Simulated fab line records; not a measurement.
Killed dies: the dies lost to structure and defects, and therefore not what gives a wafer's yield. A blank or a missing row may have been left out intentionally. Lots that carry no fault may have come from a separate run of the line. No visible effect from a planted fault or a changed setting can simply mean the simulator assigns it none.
Code-filled problem report in 8D (eight disciplines) form / flow sky130 / the parts of the form that need people (team, actions taken, sign-off) are left out

## 1. THE PROBLEM
Mean of spikeTcCentreC at SKY_PAD_OPEN_ANNEAL_12: 364.2 C across 9 wafers in 3 lots; on wafers with no fault it is 401.5 C (standard deviation 0.94). That puts it -40 standard deviations away from the usual mean.
Seen first at day 50 02:02 on furnace-01, wafer L939.2. The record has a number at this step for 21 wafers belonging to 7 lots. Rule for "out", or "out of limits": more than 4 standard deviations from the usual mean. The other wafers with a number count as sound.

## 2. WHAT IT IS AND WHAT IT IS NOT
question=which readings at this step | is=spikeTcCentreC, spikeTcBottomC, spikeTcLowerC, spikeTcTopC, spikeTcUpperC, zonePowerTopPct, zonePowerUpperPct | is not=-
question=which lots | is=L939, L940, L942 | is not=L929, L931, L943, L945
question=which wafers of those lots | is=all that have a number | is not=-
question=read on which tools | is=furnace-01 | is not=furnace-02
question=when | is=from day 50 02:02 | is not=up to then (6 sound wafers); but 6 sound wafers of L943, L945 came after

## 3. SUSPECTS, AND WHAT RULES EACH OUT
Counting: a tool at a process step up to the reading stays a suspect if it ran every lot that is out and no sound lot after the first of them.
- furnace-01 at SKY_PAD_OPEN_ANNEAL_12: kept. Every lot that is out went through it, starting with L939 (day 50 02:02), and after that it ran no sound lot; the last sound lot it ran before then is L929 (day 47 15:27). Out on those wafers are its own readings of spikeTcBottomC, spikeTcCentreC, spikeTcLowerC, spikeTcTopC, spikeTcUpperC, zonePowerTopPct, zonePowerUpperPct.
After counting, what remains is furnace-01 at SKY_PAD_OPEN_ANNEAL_12.

## 4. THE CAUSE (what the simulator had put in)
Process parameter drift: furnace-01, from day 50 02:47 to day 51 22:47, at SKY_PAD_OPEN_ANNEAL_12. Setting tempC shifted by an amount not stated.
This tool alone remained once counting was done.

## 5. THE EFFECT CHAIN, in route order
Each row: a reading where the mean over the struck wafers with a number is more than 3 standard deviations away from the usual. Scope: only readings with a usual standard deviation given in the record; hours: median across lots of the time from each lot's start at the first step in this table that gives one to its start at this step; sigmas: change in usual standard deviations.
hours=0; step=SKY_PAD_OPEN_ANNEAL_12; reading=spikeTcBottomC; usual=426.0 C; on struck wafers=388.4; change=-37.6; sigmas=-34
hours=0; step=SKY_PAD_OPEN_ANNEAL_12; reading=spikeTcCentreC; usual=401.5 C; on struck wafers=364.2; change=-37.3; sigmas=-40
hours=0; step=SKY_PAD_OPEN_ANNEAL_12; reading=spikeTcLowerC; usual=400.1 C; on struck wafers=361.4; change=-38.7; sigmas=-35
hours=0; step=SKY_PAD_OPEN_ANNEAL_12; reading=spikeTcTopC; usual=428.6 C; on struck wafers=392.1; change=-36.5; sigmas=-33
hours=0; step=SKY_PAD_OPEN_ANNEAL_12; reading=spikeTcUpperC; usual=399.2 C; on struck wafers=360.4; change=-38.8; sigmas=-32
hours=0; step=SKY_PAD_OPEN_ANNEAL_12; reading=zonePowerTopPct; usual=9.48 %; on struck wafers=8.19; change=-1.29; sigmas=-7.6
hours=0; step=SKY_PAD_OPEN_ANNEAL_12; reading=zonePowerUpperPct; usual=4.41 %; on struck wafers=3.76; change=-0.65; sigmas=-5.9
It contains these process steps:
- SKY_PAD_OPEN_ANNEAL_12
Later measuring or inspecting steps at which every struck wafer that the step has a row for has a number for every such reading, and none has moved that far: SKY_PAD_OPEN_BOW_MEAS_13.

## 6. WHAT WOULD HAVE CAUGHT IT SOONER
In this record the first reading out of limits was taken at day 50 02:02.
